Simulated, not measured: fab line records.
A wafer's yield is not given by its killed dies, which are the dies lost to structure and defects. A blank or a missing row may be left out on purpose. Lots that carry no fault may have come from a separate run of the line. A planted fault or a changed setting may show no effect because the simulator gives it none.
fab line records	flow sky130	part 1 of 2: steps 1 to 32 of 44
[record] lots = 5	wafers = 15	last-day = 50
route steps=708 shown POLY_CUT@311 SD_P@320 RES_XHIGH@332 SD_N@342
lots that met no fault: taken from a fault-free run of the same line
start-h: the number of hours between the record's first day and the start of the first shown wafer of the lot	wait-h: hours from the lot's prior step to this one	" identical to the entry in the row above	L1.1+2: one row covering several wafers at once	- either no value or no given start	* or withheld: withheld	< > ~ a bound
route shown NAME@n: names a module that has steps shown in the file, with the first one's number in the route	usual: mean and standard deviation over wafers with no fault	same: alike in all rows	chamber/n: place in a boat	sites: per-site readings	_std_site: how widely they spread, as a standard deviation	_edge_site: mean of outer sites minus mean of inner sites	radius-mm: for every site, how far away it sits from the centre of the wafer	mask NAME#n: copy n	behind: the last tool/chamber to shape the wafer	hold: the reason the lot was held/the length of the hold in hours/how it ended	device: the transistor (n, p or np) that didn't switch	end of line: tests run on the same wafers once the route is complete	a step with no rows: only its recipe	killed: at the first sort, the dies lost to defects and structure; wafer yield is something else	map: dies across one wafer; x = killed, . = not, _ = none there
set.NAME: the setting the step ran with; set.NAME@STEP: the setting that earlier step ran with	model.NAME: the simulator's own value behind a step, which no gauge read
a table for each step, a row for each wafer; lots at some steps of the route
services: when a tool's chamber went out of use (start-h, in hours from the record's first day, below 0 if earlier), for how many hours, and the reason
[[steps]]
[step SKY_POLY_CUT_SOFTBAKE_04]
[recipe] temp-c = 100	time-s = 90	resist = KrF-thick
lot.wafer	tool	chamber	start-h	wait-h
L078.3+4+5	litho-track-01	0	-	-
L087.2+4+6	litho-track-02	0	-	-
L089.1+3+4	litho-track-02	0	-	-
L092.1+5+6	litho-track-04	0	-	-
L096.1+2+6	litho-track-04	0	-	-
[step SKY_POLY_CUT_EXPOSE_05]
[recipe] mask-id = NPCM	na = 0.8	source-shape = annular	sigma-inner = 0.55	sigma-outer = 0.85	target-cd-nm = 270	dose-mj = 32
lot.wafer	tool	chamber	start-h	wait-h	mask
L078.3+4+5	krf-scanner-01	0	-	-	NPCM#0
L087.2+4+6	krf-scanner-02	0	-	-	NPCM#0
L089.1+3+4	krf-scanner-01	0	-	-	NPCM#0
L092.1+5+6	krf-scanner-02	0	-	-	NPCM#0
L096.1+2+6	krf-scanner-01	0	-	-	NPCM#0
[step SKY_POLY_CUT_PEB_06]
[recipe] peb-temp-c = withheld	peb-time-s = withheld	resist = KrF-thick
lot.wafer	tool	chamber	start-h	wait-h
L078.3+4+5	litho-track-01	0	-	-
L087.2+4+6	litho-track-04	0	-	-
L089.1+3+4	litho-track-01	0	-	-
L092.1+5+6	litho-track-01	0	-	-
L096.1+2+6	litho-track-02	0	-	-
[step SKY_POLY_CUT_DEVELOP_07]
[recipe] develop-time-s = 60	resist = KrF-thick	dev-temp-c = 21
lot.wafer	tool	chamber	start-h	wait-h
L078.3+4+5	litho-track-01	0	-	-
L087.2+4+6	litho-track-04	0	-	-
L089.1+3+4	litho-track-01	0	-	-
L092.1+5+6	litho-track-01	0	-	-
L096.1+2+6	litho-track-02	0	-	-
[step SKY_POLY_CUT_CD_MEAS_08]
[recipe] target-cd-nm = 270
[usual] cd-nm = 270.1/1.3
lot.wafer	tool	chamber	start-h	wait-h	cd-nm
L078.3	cd-sem-02	-	586.03	-	270.1
L078.4	"	-	"	"	270.9
L078.5	"	-	"	"	270.8
L087.2	cd-sem-01	-	676.55	-	270.8
L087.4	"	-	"	"	272.2
L087.6	"	-	"	"	270.9
L089.1	cd-sem-01	-	706.24	-	269.4
L089.3	"	-	"	"	269.3
L089.4	"	-	"	"	270.0
L092.1	cd-sem-02	-	731.14	-	269.4
L092.5	"	-	"	"	270.1
L092.6	"	-	"	"	269.9
L096.1	cd-sem-01	-	763.57	-	268.9
L096.2	"	-	"	"	267.8
L096.6	"	-	"	"	268.2
[step SKY_POLY_CUT_OVL_MEAS_09]
[usual] POLY_CUT_OVL = -1/5.3
lot.wafer	tool	chamber	start-h	wait-h	POLY_CUT_OVL[nm]
L078.3	overlay-02	-	586.12	0.1	3
L078.4	"	-	"	"	-4
L078.5	"	-	"	"	-4
L087.2	overlay-02	-	676.66	0.1	4
L087.4	"	-	"	"	7
L087.6	"	-	"	"	2
L089.1	overlay-02	-	706.36	0.1	-4
L089.3	"	-	"	"	-7
L089.4	"	-	"	"	3
L092.1	overlay-01	-	731.26	0.1	-6
L092.5	"	-	"	"	-1
L092.6	"	-	"	"	-3
L096.1	overlay-01	-	763.69	0.1	-1
L096.2	"	-	"	"	-2
L096.6	"	-	"	"	-2
[step SKY_POLY_CUT_ETCH_10]
[recipe] chemistry = N2/H2	target = BARC	ion-energy-ev = 200	source-w = 500	bias-w = 100	pressure-mtorr = 30	n2-flow-sccm = 100	h2-flow-sccm = 200	stop-on = SiO2	time-s = 45.9	target-depth-a = 600
[usual] drypump-motor-current-A = 5.6/0.49	h2-flow-sccm = 199.9/0.57	oes-product-au = 0.854/0.0045	throttle-valve-pct = 13.225/0.0098
lot.wafer	tool	chamber	start-h	wait-h	drypump-motor-current-A	h2-flow-sccm	oes-product-au	rf-hours-counter-h	throttle-valve-pct
L078.3	rie-diel-04	1	586.15	0.0	6.0	199.5	0.857	37	13.206
L078.4	"	3	"	"	5.6	200.4	0.852	30	13.224
L078.5	"	1	"	"	6.0	199.6	0.864	-	13.235
L087.2	rie-diel-04	3	676.69	0.0	5.6	201.2	0.854	32	13.231
L087.4	"	1	"	"	6.0	200.4	0.848	39	13.223
L087.6	"	3	"	"	5.6	200.5	0.848	-	13.239
L089.1	rie-diel-01	1	706.40	0.0	5.2	200.2	0.840	20	13.207
L089.3	"	3	"	"	5.7	199.9	0.858	41	13.237
L089.4	"	2	"	"	4.7	200.8	0.862	11	13.221
L092.1	rie-diel-04	3	731.30	0.0	5.6	199.8	0.854	33	13.228
L092.5	"	2	"	"	5.3	200.6	0.851	-	13.210
L092.6	"	3	"	"	5.6	199.6	0.852	-	13.231
L096.1	rie-diel-03	0	763.73	0.0	6.4	199.3	0.857	4	13.228
L096.2	"	2	"	"	5.1	199.9	0.843	10	13.233
L096.6	"	2	"	"	5.1	199.4	0.855	-	13.229
[step SKY_POLY_CUT_ETCH_11]
[recipe] target = Si3N4	chemistry = CF4/CH2F2/Ar	stop-on = poly-Si	source-w = 600	bias-w = 150	pressure-mtorr = 40	cf4-flow-sccm = 40	ch2f2-flow-sccm = 20	Ar_flow_sccm = 150	time-s = 42.5	target-depth-a = 600
[usual] drypump-motor-current-A = 5.6/0.5	oes-product-au = 0.830/0.006	throttle-valve-pct = 14.994/0.0082
lot.wafer	tool	chamber	start-h	wait-h	drypump-motor-current-A	oes-product-au	rf-hours-counter-h	throttle-valve-pct
L078.3	rie-diel-04	1	586.19	0.0	6.0	0.840	37	15.001
L078.4	"	3	"	"	5.6	0.831	30	14.996
L078.5	"	1	"	"	6.0	0.826	-	14.981
L087.2	rie-diel-04	3	676.73	0.0	5.6	0.844	32	15.009
L087.4	"	1	"	"	6.0	0.828	39	14.990
L087.6	"	3	"	"	5.6	0.833	-	14.986
L089.1	rie-diel-01	1	706.44	0.0	5.2	0.832	20	14.997
L089.3	"	3	"	"	5.7	0.830	41	14.996
L089.4	"	2	"	"	4.7	0.834	11	14.997
L092.1	rie-diel-04	3	731.34	0.0	5.6	0.830	33	14.980
L092.5	"	2	"	"	5.3	0.821	-	14.984
L092.6	"	3	"	"	5.6	0.825	-	14.988
L096.1	rie-diel-03	0	763.77	0.0	6.4	0.841	4	14.998
L096.2	"	2	"	"	5.1	0.829	10	14.994
L096.6	"	2	"	"	5.1	0.834	-	15.000
[step SKY_POLY_CUT_STRIP_12]
[recipe] chemistry = O2/N2	power-w = 1400	pressure-mtorr = 1500	platen-temp-c = withheld	o2-flow-sccm = 3000	n2-flow-sccm = 300	overash-fraction = 0.5
[usual] drypump-motor-current-A = 5.9/0.44	oes-product-au = 0.452/0.0044	strip-time-to-endpoint-s = 5.362/0.017
lot.wafer	tool	chamber	start-h	wait-h	drypump-motor-current-A	oes-product-au	rf-hours-counter-h	strip-time-to-endpoint-s
L078.3	plasma-asher-01	1	586.26	0.1	6.6	0.451	-	5.386
L078.4	"	0	"	"	5.6	0.451	-	5.388
L078.5	"	0	"	"	5.6	0.456	-	5.386
L087.2	plasma-asher-02	1	676.77	0.0	6.1	0.463	87	5.389
L087.4	"	1	"	"	6.1	0.456	-	5.364
L087.6	"	0	"	"	5.9	0.452	-	5.369
L089.1	plasma-asher-01	0	706.48	0.0	5.6	0.462	101	5.348
L089.3	"	0	"	"	5.6	0.444	-	5.331
L089.4	"	1	"	"	6.6	0.454	-	5.352
L092.1	plasma-asher-03	1	731.38	0.0	5.6	0.458	58	5.350
L092.5	"	0	"	"	5.2	0.454	-	5.367
L092.6	"	1	"	"	5.6	0.449	-	5.371
L096.1	plasma-asher-02	0	763.81	0.0	5.9	0.453	95	5.366
L096.2	"	1	"	"	6.1	0.449	95	5.372
L096.6	"	0	"	"	5.9	0.448	-	5.387
[step SKY_SD_P_DEHYDRATE_00]
[recipe] temp-c = 200	time-s = 60
lot.wafer	tool	chamber	start-h	wait-h
L078.3+4+5	litho-track-01	0	599.89	13.6
L087.2+4+6	litho-track-01	0	690.07	13.3
L089.1+3+4	litho-track-02	0	719.92	13.4
L092.1+5+6	litho-track-03	0	743.43	12.0
L096.1+2+6	litho-track-03	0	776.28	12.4
[step SKY_SD_P_HMDS_01]
[recipe] prime-time-s = 60	prime-temp-c = 120
lot.wafer	tool	chamber	start-h	wait-h
L078.3+4+5	litho-track-01	0	600.04	0.1
L087.2+4+6	litho-track-01	0	690.22	0.1
L089.1+3+4	litho-track-02	0	720.07	0.1
L092.1+5+6	litho-track-03	0	743.58	0.1
L096.1+2+6	litho-track-03	0	776.43	0.1
[step SKY_SD_P_COAT_02]
[recipe] resist = NOVOLAK	spin-rpm = 3000	resist-thk-nm = 1140
lot.wafer	tool	chamber	start-h	wait-h
L078.3+4+5	litho-track-01	0	600.19	0.1
L087.2+4+6	litho-track-01	0	690.37	0.1
L089.1+3+4	litho-track-02	0	720.22	0.1
L092.1+5+6	litho-track-03	0	743.73	0.1
L096.1+2+6	litho-track-03	0	776.58	0.1
[step SKY_SD_P_SOFTBAKE_03]
[recipe] temp-c = 90	time-s = 60	resist = NOVOLAK
lot.wafer	tool	chamber	start-h	wait-h
L078.3+4+5	litho-track-01	0	600.34	0.1
L087.2+4+6	litho-track-01	0	690.52	0.1
L089.1+3+4	litho-track-02	0	720.37	0.1
L092.1+5+6	litho-track-03	0	743.88	0.1
L096.1+2+6	litho-track-03	0	776.73	0.1
[step SKY_SD_P_EXPOSE_04]
[recipe] mask-id = PSDM	na = 0.6	source-shape = conventional	sigma-outer = 0.6	polarization = unpolarized	target-cd-nm = 380	dose-mj = 138
lot.wafer	tool	chamber	start-h	wait-h	mask
L078.3+4+5	iline-stepper-02	0	-	-	PSDM#0
L087.2+4+6	iline-stepper-02	0	-	-	PSDM#0
L089.1+3+4	iline-stepper-01	0	-	-	PSDM#0
L092.1+5+6	iline-stepper-01	0	-	-	PSDM#0
L096.1+2+6	iline-stepper-02	0	-	-	PSDM#0
[step SKY_SD_P_PEB_05]
[recipe] temp-c = withheld	time-s = *	resist = NOVOLAK
lot.wafer	tool	chamber	start-h	wait-h
L078.3+4+5	litho-track-03	0	-	-
L087.2+4+6	litho-track-02	0	-	-
L089.1+3+4	litho-track-01	0	-	-
L092.1+5+6	litho-track-02	0	-	-
L096.1+2+6	litho-track-03	0	-	-
[step SKY_SD_P_DEVELOP_06]
[recipe] resist = NOVOLAK	developer = TMAH	develop-time-s = 60	dev-temp-c = 23
lot.wafer	tool	chamber	start-h	wait-h
L078.3+4+5	litho-track-03	0	614.93	0.1
L087.2+4+6	litho-track-02	0	704.65	0.1
L089.1+3+4	litho-track-01	0	733.89	0.1
L092.1+5+6	litho-track-02	0	757.62	0.1
L096.1+2+6	litho-track-03	0	789.83	0.1
[step SKY_SD_P_CD_MEAS_07]
[recipe] target-cd-nm = 380
[usual] cd-nm = 380.1/2.1
lot.wafer	tool	chamber	start-h	wait-h	cd-nm
L078.3	cd-sem-02	-	615.07	0.1	378.3
L078.4	"	-	"	"	379.7
L078.5	"	-	"	"	381.9
L087.2	cd-sem-01	-	704.79	0.1	380.3
L087.4	"	-	"	"	381.6
L087.6	"	-	"	"	382.0
L089.1	cd-sem-02	-	734.04	0.1	378.4
L089.3	"	-	"	"	380.5
L089.4	"	-	"	"	380.5
L092.1	cd-sem-01	-	757.77	0.1	381.6
L092.5	"	-	"	"	382.5
L092.6	"	-	"	"	383.5
L096.1	cd-sem-02	-	789.98	0.1	379.2
L096.2	"	-	"	"	376.5
L096.6	"	-	"	"	378.5
[step SKY_SD_P_OVL_MEAS_08]
[usual] SD_P_OVL = 0.8/1.3
lot.wafer	tool	chamber	start-h	wait-h	SD_P_OVL[nm]
L078.3	overlay-02	-	615.17	0.1	-0.3
L078.4	"	-	"	"	-0.1
L078.5	"	-	"	"	0.3
L087.2	overlay-01	-	704.90	0.1	-0.1
L087.4	"	-	"	"	0.5
L087.6	"	-	"	"	-0.3
L089.1	overlay-02	-	734.16	0.1	0.0
L089.3	"	-	"	"	-2.4
L089.4	"	-	"	"	0.7
L092.1	overlay-01	-	757.89	0.1	0.0
L092.5	"	-	"	"	0.7
L092.6	"	-	"	"	-1.1
L096.1	overlay-02	-	790.10	0.1	0.2
L096.2	"	-	"	"	-0.9
L096.6	"	-	"	"	1.1
[step SKY_SD_P_IMPLANT_09]
[recipe] species = BF2	energy-kev = 20	dose-cm2 = 3e+15	tilt-deg = 0
[usual] end-station-pressure-torr = 1.31e-05/1.4e-06
[same] implant-ion-amu = 49
lot.wafer	tool	chamber	start-h	wait-h	end-station-pressure-torr
L078.3	implanter-02	0	615.24	0.1	1.21e-05
L078.4	"	0	"	"	1.2e-05
L078.5	"	0	"	"	1.21e-05
L087.2	implanter-01	0	704.95	0.0	1.37e-05
L087.4	"	0	"	"	1.48e-05
L087.6	"	0	"	"	1.44e-05
L089.1	implanter-03	0	734.20	0.0	1.17e-05
L089.3	"	0	"	"	1.34e-05
L089.4	"	0	"	"	1.17e-05
L092.1	implanter-02	0	757.93	0.0	1.19e-05
L092.5	"	0	"	"	1.13e-05
L092.6	"	0	"	"	1.28e-05
L096.1	implanter-03	0	790.14	0.0	1.28e-05
L096.2	"	0	"	"	1.19e-05
L096.6	"	0	"	"	1.22e-05
[step SKY_SD_P_STRIP_10]
[recipe] chemistry = O2/N2	power-w = 1400	pressure-mtorr = 1500	platen-temp-c = withheld	o2-flow-sccm = 3000	n2-flow-sccm = 300	overash-fraction = 0.5
[usual] drypump-motor-current-A = 6.0/0.32	oes-product-au = 0.617/0.005	strip-time-to-endpoint-s = 17.50/0.037
lot.wafer	tool	chamber	start-h	wait-h	drypump-motor-current-A	oes-product-au	rf-hours-counter-h	strip-time-to-endpoint-s
L078.3	plasma-asher-02	1	615.37	0.1	6.1	0.610	-	17.55
L078.4	"	0	"	"	6.0	0.623	-	17.46
L078.5	"	1	"	"	6.1	0.611	-	17.49
L087.2	plasma-asher-02	0	705.08	0.1	6.0	0.620	90	17.55
L087.4	"	0	"	"	6.0	0.612	-	17.53
L087.6	"	1	"	"	6.1	0.613	-	17.51
L089.1	plasma-asher-02	0	734.35	0.1	6.0	0.613	93	17.49
L089.3	"	1	"	"	6.1	0.619	-	17.52
L089.4	"	0	"	"	6.0	0.622	-	17.54
L092.1	plasma-asher-04	0	758.08	0.1	5.8	0.609	32	17.52
L092.5	"	0	"	"	5.8	0.614	-	17.46
L092.6	"	1	"	"	5.7	0.617	-	17.48
L096.1	plasma-asher-02	1	790.29	0.1	6.1	0.614	97	17.49
L096.2	"	0	"	"	5.9	0.615	97	17.52
L096.6	"	0	"	"	5.9	0.620	-	17.53
[step SKY_SD_P_TW_MEAS_11]
[usual] SD_P_TW = 2807/13
lot.wafer	tool	chamber	start-h	wait-h	SD_P_TW
L078.3	film-metro-02	-	615.46	0.1	2809
L078.4	"	-	"	"	2799
L078.5	"	-	"	"	2807
L087.2	film-metro-01	-	705.19	0.1	2788
L087.4	"	-	"	"	2809
L087.6	"	-	"	"	2816
L089.1	film-metro-01	-	734.45	0.1	2806
L089.3	"	-	"	"	2831
L089.4	"	-	"	"	2821
L092.1	film-metro-01	-	758.18	0.1	2788
L092.5	"	-	"	"	2810
L092.6	"	-	"	"	2818
L096.1	film-metro-02	-	790.39	0.1	2791
L096.2	"	-	"	"	2793
L096.6	"	-	"	"	2788
[step SKY_RES_XHIGH_DEHYDRATE_00]
[recipe] temp-c = 200	time-s = 60
lot.wafer	tool	chamber	start-h	wait-h
L078.3+4+5	litho-track-04	0	628.98	13.5
L087.2+4+6	litho-track-03	0	718.26	13.1
L089.1+3+4	litho-track-04	0	747.38	12.9
L092.1+5+6	litho-track-01	0	770.59	12.4
L096.1+2+6	litho-track-01	0	802.59	12.2
[step SKY_RES_XHIGH_HMDS_01]
[recipe] prime-time-s = 60	prime-temp-c = 120
lot.wafer	tool	chamber	start-h	wait-h
L078.3+4+5	litho-track-04	0	629.13	0.1
L087.2+4+6	litho-track-03	0	718.41	0.1
L089.1+3+4	litho-track-04	0	747.53	0.1
L092.1+5+6	litho-track-01	0	770.74	0.1
L096.1+2+6	litho-track-01	0	802.74	0.1
[step SKY_RES_XHIGH_COAT_02]
[recipe] resist = NOVOLAK	spin-rpm = 3000	resist-thk-nm = 1140
lot.wafer	tool	chamber	start-h	wait-h
L078.3+4+5	litho-track-04	0	629.28	0.1
L087.2+4+6	litho-track-03	0	718.56	0.1
L089.1+3+4	litho-track-04	0	747.68	0.1
L092.1+5+6	litho-track-01	0	770.89	0.1
L096.1+2+6	litho-track-01	0	802.89	0.1
[step SKY_RES_XHIGH_SOFTBAKE_03]
[recipe] temp-c = 90	time-s = 60	resist = NOVOLAK
lot.wafer	tool	chamber	start-h	wait-h
L078.3+4+5	litho-track-04	0	629.43	0.1
L087.2+4+6	litho-track-03	0	718.71	0.1
L089.1+3+4	litho-track-04	0	747.83	0.1
L092.1+5+6	litho-track-01	0	771.04	0.1
L096.1+2+6	litho-track-01	0	803.04	0.1
[step SKY_RES_XHIGH_EXPOSE_04]
[recipe] mask-id = URPM	na = 0.6	source-shape = conventional	sigma-outer = 0.6	polarization = unpolarized	target-cd-nm = 1270	dose-mj = 140
lot.wafer	tool	chamber	start-h	wait-h	mask
L078.3+4+5	iline-stepper-02	0	-	-	URPM#0
L087.2+4+6	iline-stepper-02	0	-	-	URPM#0
L089.1+3+4	iline-stepper-01	0	-	-	URPM#0
L092.1+5+6	iline-stepper-01	0	-	-	URPM#0
L096.1+2+6	iline-stepper-02	0	-	-	URPM#0
[step SKY_RES_XHIGH_PEB_05]
[recipe] temp-c = withheld	time-s = *	resist = NOVOLAK
lot.wafer	tool	chamber	start-h	wait-h
L078.3+4+5	litho-track-01	0	-	-
L087.2+4+6	litho-track-03	0	-	-
L089.1+3+4	litho-track-01	0	-	-
L092.1+5+6	litho-track-04	0	-	-
L096.1+2+6	litho-track-03	0	-	-
[step SKY_RES_XHIGH_DEVELOP_06]
[recipe] resist = NOVOLAK	developer = TMAH	develop-time-s = 60	dev-temp-c = 23
lot.wafer	tool	chamber	start-h	wait-h
L078.3+4+5	litho-track-01	0	644.34	0.1
L087.2+4+6	litho-track-03	0	732.46	0.1
L089.1+3+4	litho-track-01	0	761.44	0.1
L092.1+5+6	litho-track-04	0	784.93	0.1
L096.1+2+6	litho-track-03	0	816.23	0.1
[step SKY_RES_XHIGH_IMPLANT_07]
[recipe] species = BF2	energy-kev = 20	dose-cm2 = 3.6e+14	tilt-deg = 0
[usual] end-station-pressure-torr = 5.23e-06/2.6e-07
[same] implant-ion-amu = 49
lot.wafer	tool	chamber	start-h	wait-h	end-station-pressure-torr
L078.3	implanter-01	0	644.49	0.1	5.34e-06
L078.4	"	0	"	"	5.65e-06
L078.5	"	0	"	"	4.95e-06
L087.2	implanter-04	0	732.61	0.1	5.2e-06
L087.4	"	0	"	"	5.55e-06
L087.6	"	0	"	"	5.08e-06
L089.1	implanter-04	0	761.59	0.1	5.06e-06
L089.3	"	0	"	"	5.33e-06
L089.4	"	0	"	"	5.21e-06
L092.1	implanter-04	0	785.08	0.1	4.89e-06
L092.5	"	0	"	"	5.06e-06
L092.6	"	0	"	"	5.54e-06
L096.1	implanter-03	0	816.38	0.1	5.45e-06
L096.2	"	0	"	"	5.32e-06
L096.6	"	0	"	"	5.1e-06
[step SKY_RES_XHIGH_STRIP_08]
[recipe] chemistry = O2/N2	power-w = 1400	pressure-mtorr = 1500	platen-temp-c = withheld	o2-flow-sccm = 3000	n2-flow-sccm = 300	overash-fraction = 0.5
[usual] drypump-motor-current-A = 5.65/0.26	oes-product-au = 0.711/0.0052	strip-time-to-endpoint-s = 14.27/0.041
lot.wafer	tool	chamber	start-h	wait-h	drypump-motor-current-A	oes-product-au	rf-hours-counter-h	strip-time-to-endpoint-s
L078.3	plasma-asher-02	0	644.62	0.1	5.98	0.706	-	14.28
L078.4	"	1	"	"	6.09	0.719	-	14.24
L078.5	"	1	"	"	6.08	0.716	-	14.25
L087.2	plasma-asher-02	1	732.73	0.1	6.11	0.711	93	14.21
L087.4	"	0	"	"	5.95	0.722	-	14.25
L087.6	"	1	"	"	6.10	0.710	-	14.23
L089.1	plasma-asher-03	0	761.74	0.1	5.19	0.712	62	14.28
L089.3	"	1	"	"	5.55	0.713	-	14.35
L089.4	"	0	"	"	5.23	0.706	-	14.28
L092.1	plasma-asher-03	1	785.23	0.1	5.55	0.711	64	14.31
L092.5	"	0	"	"	5.22	0.715	-	14.31
L092.6	"	1	"	"	5.55	0.706	-	14.26
L096.1	plasma-asher-03	0	816.53	0.1	5.17	0.719	67	14.33
L096.2	"	1	"	"	5.55	0.707	67	14.29
L096.6	"	1	"	"	5.53	0.703	-	14.27
[step SKY_RES_XHIGH_TW_MEAS_09]
[usual] RES_XHIGH_TW = 1629/8.3
lot.wafer	tool	chamber	start-h	wait-h	RES_XHIGH_TW
L078.3	film-metro-01	-	644.71	0.1	1645
L078.4	"	-	"	"	1643
L078.5	"	-	"	"	1637
L087.2	film-metro-01	-	732.85	0.1	1628
L087.4	"	-	"	"	1628
L087.6	"	-	"	"	1625
L089.1	film-metro-01	-	761.84	0.1	1629
L089.3	"	-	"	"	1632
L089.4	"	-	"	"	1635
L092.1	film-metro-02	-	785.33	0.1	1621
L092.5	"	-	"	"	1619
L092.6	"	-	"	"	1624
L096.1	film-metro-01	-	816.65	0.1	1620
L096.2	"	-	"	"	1633
L096.6	"	-	"	"	1629
[step SKY_SD_N_DEHYDRATE_00]
[recipe] temp-c = 200	time-s = 60
lot.wafer	tool	chamber	start-h	wait-h
L078.3+4+5	litho-track-03	0	657.23	12.5
L087.2+4+6	litho-track-03	0	745.86	13.0
L089.1+3+4	litho-track-03	0	774.13	12.3
L092.1+5+6	litho-track-03	0	797.53	12.2
L096.1+2+6	litho-track-02	0	827.82	11.2
